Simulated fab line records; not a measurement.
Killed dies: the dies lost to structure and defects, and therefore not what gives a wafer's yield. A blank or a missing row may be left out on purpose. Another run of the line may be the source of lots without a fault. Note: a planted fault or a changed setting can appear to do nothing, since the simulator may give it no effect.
A struck lot beside a sound one -- flow gf180mcu -- 15 out of 602 route steps
Sound: wafers L532.2, L532.3, L532.4. Struck: wafers L546.1, L546.4, L546.6. The cause comes at the end.
At each step with rows: each side's tool, then ch and its chambers, then its first start. Under that, the readings that differ: sound wafers -- struck wafers -- difference of the means -- sigmas: that difference in standard deviations of wafers without a fault.
alike: same words and numbers on both sides, and readings whose means sit less than 2 such deviations apart. not compared: any withheld reading, any reading some wafer has no value for, any bound like >300 that may hide the same value, and any number with overlapping values for which the record gives no deviation.
A row with sigmas, a row that says differs or no value, or rows on one side alone: a step with any of these is where the two part. Non-overlapping numbers with no deviation appear without sigmas and do not part them. A reading that every wafer of one side lacks parts them only if that side has two wafers or more.

first, 3 steps without rows for these wafers: GF_V2_STRIP_18 (strips in O2/N2); GF_V2_STRIP_19 (strips in post etch residue remover, time 1200 s); GF_V2_CLEAN_20 (cleans in DIW).
GF_V2_SPUTTER_21: material Ti, target thk 15 nm, time 80.02 s.
  struck on pvd sputter-04, day 25 22:35; sound on pvd sputter-02, day 21 06:55
  alike: cathode dc power W, throttle valve pct
GF_V2_SPUTTER_22: material TiN, target thk 10 nm, time 40 s.
  struck on pvd sputter-04, day 25 22:40; sound on pvd sputter-02, day 21 06:58
  alike: cathode dc power W, throttle valve pct
GF_V2_CVD_23: deposits W, target thk 350 nm, time 104.94 s.
  sound on cvd w-02 ch 0,1, day 21 07:01; struck on cvd w-02 ch 0,1, day 25 22:41
  alike: heater power w
GF_V2_RS_MEAS_24: the measuring method here is four-point-probe.
  struck on film metro-02, day 25 22:49; sound on film metro-04, day 21 07:08
  alike: V2_W_RS
GF_V2_THK_MEAS_25: measures by xrf.
  struck on film metro-02, day 25 22:56; sound on film metro-04, day 21 07:15
  alike: V2_W_THK
then, 2 steps without rows for these wafers: GF_V2_CMP_26 (polishes, stops on SiO2, t overpolish 15 s, target thk 0 nm); GF_M3_SPUTTER_00 (material Ti, target thk 37.5 nm, time 150 s).
GF_M3_SPUTTER_01: material TiN, target thk 30 nm, time 25 s.
  struck on pvd sputter-03, day 25 23:23; sound on pvd sputter-03, day 21 07:42
  alike: cathode dc power W, throttle valve pct
then, 1 step without rows for these wafers: GF_M3_SPUTTER_02 (material AlCu, target thk 450 nm, time 23.9 s).
GF_M3_SPUTTER_03: material Ti, target thk 10 nm, time 6.7 s.
  struck on pvd sputter-03, day 25 23:27; sound on pvd sputter-03, day 21 07:46
reading,sound,struck,difference,sigmas
cathode dc power W (W),3000.6 3000.9 3000.9,2999.3 2998.8 3000.2,-1.4,-2
model.Ti_of_M3_SPUTTER_03.thk nm (nm),10.17 10.11 10.2,7.309 7.456 7.392,-2.774,
  alike: throttle valve pct
GF_M3_SPUTTER_04: material TiN, target thk 50 nm, time 41.7 s.
  struck on pvd sputter-03, day 25 23:28; sound on pvd sputter-03, day 21 07:47
  alike: cathode dc power W, throttle valve pct
GF_PASSIVATION_PROBE_99:
  rows exist in the record for the sound wafers here (prober-01, day 29 22:47), none for the struck ones

## WHERE THEY PART
Last at GF_PASSIVATION_PROBE_99 as far as this record goes, first at GF_M3_SPUTTER_03.

WHY: what had been put in by the simulator
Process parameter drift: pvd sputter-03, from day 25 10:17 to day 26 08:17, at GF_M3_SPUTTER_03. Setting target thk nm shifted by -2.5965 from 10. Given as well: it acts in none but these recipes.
